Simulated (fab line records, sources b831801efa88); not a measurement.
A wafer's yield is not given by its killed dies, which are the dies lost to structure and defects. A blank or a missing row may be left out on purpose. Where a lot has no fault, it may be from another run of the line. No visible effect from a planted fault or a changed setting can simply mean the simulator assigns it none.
Matching of chambers	flow sky130	SKY_VIA4_ETCH_12 on rieDiel-03 has 4 sister chambers
The step etches SiO2 in C4F8/O2/Ar, stops on TiN, target depth 580 nm. 8 wafers are shown with their chamber, then 6 later ones without.

WAFERS PAIRED WITH THEIR CHAMBERS
wafer	chamber	rfFwdPowerW (W)	biasW (W)
L791.1	1	1495	1192
L791.4	2	1488	1197
L792.6	3	1493	1204
L796.2	3	1500	1200
L796.3	0	1495	1199
L796.4	2	1481	1199
L797.1	0	1495	1207
L797.4	1	1499	1204

WAFERS WITHOUT THEIR CHAMBER
wafer	rfFwdPowerW (W)	biasW (W)
L797.5	1488	1206
L803.3	1492	1204
L803.4	1495	1198
L810.2	1486	1200
L810.4	1496	1196
L810.6	1493	1207

WHICH CHAMBER EACH WENT THROUGH
wafer	from the rows above	in truth
L797.5	can't be placed: 2 or 0 or 3 or 1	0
L803.3	can't be placed: 0 or 3 or 1 or 2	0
L803.4	can't be placed: 1 or 3 or 0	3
L810.2	can't be placed: 2 or 0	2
L810.4	can't be placed: 1 or 3 or 0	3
L810.6	can't be placed: 0 or 3 or 1 or 2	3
Placed correctly: 0 of 6. Unplaceable from these rows: 6, with the true chamber sitting among the candidates in 6. 0 placed wrongly.
How it was worked out, from the rows above alone: a wafer's distance from a chamber is the root of the sum, over the readings, of the square of ((its reading less the chamber's mean) divided by the reading's scatter). If the next closest chamber is less than 2 further off than the closest, the wafer can't be placed; otherwise it belongs to the closest. Each chamber's mean is taken over the wafers shown for it. The scatter is the square root of a quotient: the sum, over the shown wafers, of each reading's squared deviation from its chamber's mean, divided by wafers minus chambers.
